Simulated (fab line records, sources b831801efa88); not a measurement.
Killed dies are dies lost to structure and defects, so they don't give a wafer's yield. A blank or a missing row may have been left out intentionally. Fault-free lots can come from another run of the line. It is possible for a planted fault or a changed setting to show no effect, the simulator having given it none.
Problem report, 8D (eight disciplines) form, completed by code / flow sky130 / the parts of the form that need people (team, actions taken, sign-off) are left out

== 1. THE ISSUE ==
run_length_s at SKY_FIELD_ISO_WET_ETCH_18 reads a mean of 485 s on 6 wafers of 2 lots; wafers without a fault read 313 s with a standard deviation of 3. That puts it +57 standard deviations away from the usual mean.
The step: etches Si3N4 in H3PO4, target depth 25 nm, time 286 s.
First observed at day 3 19:55: wafer L168.2, on wet_bench-01. The record holds 39 wafers of 13 lots with a number at this step. Rule for "out" (also "out of limits"): further than 4 standard deviations from the usual mean. Any other wafer with a number is counted as sound.

== 2. WHAT IT IS, WHAT IT ISN'T ==
question=which readings at this step | is=run_length_s | is not=-
question=which lots | is=L168, L170 | is not=L161, L162, L163, L164, L175, L176, L177, L178, L179, L183, L184
question=which wafers of those lots | is=all that have a number | is not=-
question=read on which tools | is=wet_bench-01 | is not=wet_bench-03, wet_bench-04
question=when | is=from day 3 19:55 | is not=up to then (12 sound wafers); but 21 sound wafers of L175, L176, L177, L178, L179, L183, L184 came after

== 3. WHAT RULES OUT EACH SUSPECT ==
Counting: any tool at a process step up to the reading is kept as a suspect provided that every lot that is out went through it and no sound lot did after the first of them.
- wet_bench-01 at SKY_FIELD_ISO_WET_ETCH_18 (etches Si3N4 in H3PO4, target depth 25 nm, time 286 s): ruled out as a lasting fault. Following L168 (day 3 19:55), the first lot on it that is out, the sound lots L183, L184 were run on it.
Left after counting: nothing in the record.

== 4. THE CAUSE (what the simulator had put in) ==
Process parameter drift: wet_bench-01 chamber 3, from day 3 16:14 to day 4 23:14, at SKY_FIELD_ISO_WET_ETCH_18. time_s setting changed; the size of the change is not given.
Counting ruled it out, wrongly.

== 5. THE EFFECT CHAIN, in route order ==
Each row: a reading whose mean over the struck wafers that have a number lies more than 3 standard deviations from the usual. Readings are gone through only where the record gives a usual standard deviation; hours: the median, over the lots, of the time from a lot's start at the first step in this table giving one to that lot's start at this step; sigmas: the change measured in usual standard deviations.
hours=0; step=SKY_FIELD_ISO_WET_ETCH_18; reading=run_length_s; usual=313 s; on struck wafers=485; change=+172; sigmas=+57
Process steps it contains:
- SKY_FIELD_ISO_WET_ETCH_18: etches Si3N4 in H3PO4, target depth 25 nm, time 286 s.
Later measuring or inspecting steps at which every struck wafer that the step has a row for has a number for every such reading, and none has moved that far: SKY_DNWELL_TW_MEAS_09.

== 6. HOW IT WOULD HAVE BEEN CAUGHT EARLIER ==
In this record the first reading out of limits was taken at day 3 19:55, 4 hours after the fault began at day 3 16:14.
